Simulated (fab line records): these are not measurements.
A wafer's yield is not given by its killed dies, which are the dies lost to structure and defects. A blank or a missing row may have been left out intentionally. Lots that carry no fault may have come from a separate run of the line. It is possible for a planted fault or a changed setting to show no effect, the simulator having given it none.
Which of the tools did it?	flow sky130	10 lots with 30 wafers sampled at 5 steps, on a route of 708 steps

WHAT THE GAUGES SHOWED, per wafer
SKY_POLY_GATE_THK_MEAS_01. Usual: POLY_GATE_CVD_00_THK typically reads 179.7 nm, with standard deviation 1.9.
lot	measured	on	POLY_GATE_CVD_00_THK (nm)	flag
L343	day 13 23:04	film metro-03	178.4 177.9 178.7	
L346	day 15 05:37	film metro-01	174.3 177.3 176.0	
L349	day 16 05:38	film metro-03	178.1 178.5 179.0	
L350	day 16 15:09	film metro-01	178.9 179.8 179.0	
L352	day 17 02:47	film metro-04	180.9 180.8 180.2	
L355	day 18 02:34	film metro-03	147.0 146.3 147.7	OFF
L363	day 21 02:53	film metro-03	180.4 180.9 182.6	
L364	day 21 05:53	film metro-03	181.9 182.4 182.6	
L365	day 21 20:07	film metro-04	180.4 178.7 179.8	
L366	day 22 01:05	film metro-03	179.9 179.8 179.9	

SKY_VIA3_CD_MEAS_12 targets a cd of 200 nm. Usual: cd nm 200.3 nm, standard deviation 1.5.
lot	measured	on	cd nm (nm)	flag
L343	day 39 13:25	cd sem-02	201.1 201.3 201.8	
L346	day 40 16:50	cd sem-01	199.2 197.9 201.0	
L349	day 41 17:28	cd sem-02	200.8 200.6 200.6	
L350	day 41 22:04	cd sem-01	201.4 201.1 202.7	
L352	day 42 10:26	cd sem-02	199.1 199.9 199.8	
L355	day 43 03:41	cd sem-02	201.0 199.7 200.6	
L363	day 45 08:28	cd sem-01	197.8 197.9 199.7	
L364	day 45 09:55	cd sem-02	201.1 200.3 201.1	
L365	day 45 18:05	cd sem-01	198.6 200.5 199.1	
L366	day 45 23:08	cd sem-01	201.9 201.8 202.9	

EACH LOT AND THE TOOL THAT RAN IT (in order: tool; ch and the chambers of the sampled wafers; start)
lot	SKY_POLY_GATE_CVD_00	SKY_POLY_GATE_ETCH_17	SKY_METAL3_SPUTTER_02
L343	lpcvd-01 ch 1, day 13 21:52	rie si-01 ch 1,3, day 16 05:13	pvd sputter-01, day 36 07:08
L346	lpcvd-01 ch 0, day 15 04:24	rie si-01 ch 2,3, day 17 16:18	pvd sputter-01, day 37 13:49
L349	lpcvd-01 ch 1, day 16 04:25	rie si-01 ch 2,3, day 18 19:36	pvd sputter-02, day 38 13:20
L350	lpcvd-01 ch 0, day 16 13:21	rie si-02 ch 0,2,3, day 19 05:09	pvd sputter-02, day 38 18:35
L352	lpcvd-01 ch 0, day 17 01:34	rie si-02 ch 0,2,3, day 19 17:38	pvd sputter-04, day 39 06:48
L355	lpcvd-01 ch 0, day 18 01:22	rie si-01 ch 1,2,3, day 20 18:30	pvd sputter-01, day 40 02:16
L363	lpcvd-01 ch 0, day 21 01:41	rie si-01 ch 0,2, day 23 19:14	pvd sputter-02, day 42 11:07
L364	lpcvd-01 ch 1, day 21 04:40	rie si-02 ch 0,2, day 24 00:39	pvd sputter-04, day 42 12:37
L365	lpcvd-01 ch 1, day 21 18:54	rie si-01 ch 0,2,3, day 24 12:52	pvd sputter-02, day 42 21:29
L366	lpcvd-01 ch 1, day 21 23:53	rie si-02 ch 0,2,3, day 24 16:48	pvd sputter-02, day 43 00:57
- SKY_POLY_GATE_CVD_00: deposits poly-Si, target thk 180 nm, time 720 s.
- SKY_POLY_GATE_ETCH_17: etches poly-Si in HBr/Cl2, stops on SiO2, target depth 180 nm, time 70.5 s.
- SKY_METAL3_SPUTTER_02: material AlCu, target thk 735 nm, time 39.1 s.

AS READ BY THE TOOLS THEMSELVES (means over the sampled wafers that have a number; for cases with no such wafer, the mark the record gives instead)
SKY_POLY_GATE_CVD_00. Usual: spike tc bottom C 641.3 C, standard deviation 1.3; spike tc centre C 620.3 C, standard deviation 1; spike tc lower C 621.5 C, standard deviation 1; spike tc top C 638.5 C, standard deviation 1.7; spike tc upper C 620.6 C, standard deviation 0.99; susceptor temp C 619.96 C, standard deviation 0.25.
lot	tool	spike tc bottom C (C)	spike tc centre C (C)	spike tc lower C (C)	spike tc top C (C)	spike tc upper C (C)	susceptor temp C (C)	flag
L343	lpcvd-01	640.0	620.3	621.8	637.0	620.0	620.09	
L346	lpcvd-01	642.9	620.0	620.6	640.7	620.4	620.29	
L349	lpcvd-01	641.2	621.4	621.3	637.8	620.5	619.60	
L350	lpcvd-01	642.6	620.3	621.6	640.1	620.1	619.75	
L352	lpcvd-01	642.3	620.6	620.7	639.9	620.8	619.96	
L355	lpcvd-01	634.4	611.3	612.9	631.0	611.5	619.71	OFF
L363	lpcvd-01	642.2	621.0	621.3	640.9	619.7	620.02	
L364	lpcvd-01	639.5	619.9	621.5	637.1	620.7	620.08	
L365	lpcvd-01	641.0	620.1	620.9	636.8	620.5	619.96	
L366	lpcvd-01	641.8	619.3	622.3	637.1	620.2	620.34	

SKY_POLY_GATE_ETCH_17. Usual: drypump motor current A 5.9 A, standard deviation 0.46; oes product au 0.982 a.u., standard deviation 0.008; throttle valve pct 33.684 %, standard deviation 0.0086.
lot	tool	drypump motor current A (A)	oes product au (a.u.)	throttle valve pct (%)	flag
L343	rie si-01	6.0	0.983	33.683	
L346	rie si-01	5.8	0.976	33.680	
L349	rie si-01	5.9	0.984	33.684	
L350	rie si-02	5.9	0.977	33.693	
L352	rie si-02	5.9	0.983	33.681	
L355	rie si-01	5.8	0.861	33.679	OFF
L363	rie si-01	5.4	0.989	33.681	
L364	rie si-02	5.8	0.984	33.682	
L365	rie si-01	5.7	0.988	33.678	
L366	rie si-02	5.9	0.985	33.685	

SKY_METAL3_SPUTTER_02. Usual: throttle valve pct 30.1 %, standard deviation 1.2.
lot	tool	throttle valve pct (%)	flag
L343	pvd sputter-01	30.7	
L346	pvd sputter-01	30.7	
L349	pvd sputter-02	30.2	
L350	pvd sputter-02	29.7	
L352	pvd sputter-04	29.5	
L355	pvd sputter-01	30.8	
L363	pvd sputter-02	28.5	
L364	pvd sputter-04	31.4	
L365	pvd sputter-02	29.7	
L366	pvd sputter-02	29.8	

THE ANSWER, worked out from the rows above alone
Rule: take the mean of a lot's wafers that have a number; if it is more than 3 standard deviations from the usual mean, the lot is off. A lot without any number at a reading at which 4 lots or more have one is off too. The other lots that the step has rows for count as sound. First the gauges in route order, then the tools' own readings, where a lot's mean is used as printed above. At the first step where some lot is off, the reading lying furthest off is the one used; lots without a number count as furthest.
Off: at SKY_POLY_GATE_THK_MEAS_01 (POLY_GATE_CVD_00_THK), L355.
If a tool, at a process step before that reading, ran all the lots that are off and no sound lot after the first of them, it fits. Not tried: the gauges at SKY_POLY_GATE_THK_MEAS_01; whatever is off there is also off at SKY_POLY_GATE_CVD_00, on other tools, and gauge error can't account for it. None of those tried fits.

WHAT HAD BEEN PUT IN BY THE SIMULATOR
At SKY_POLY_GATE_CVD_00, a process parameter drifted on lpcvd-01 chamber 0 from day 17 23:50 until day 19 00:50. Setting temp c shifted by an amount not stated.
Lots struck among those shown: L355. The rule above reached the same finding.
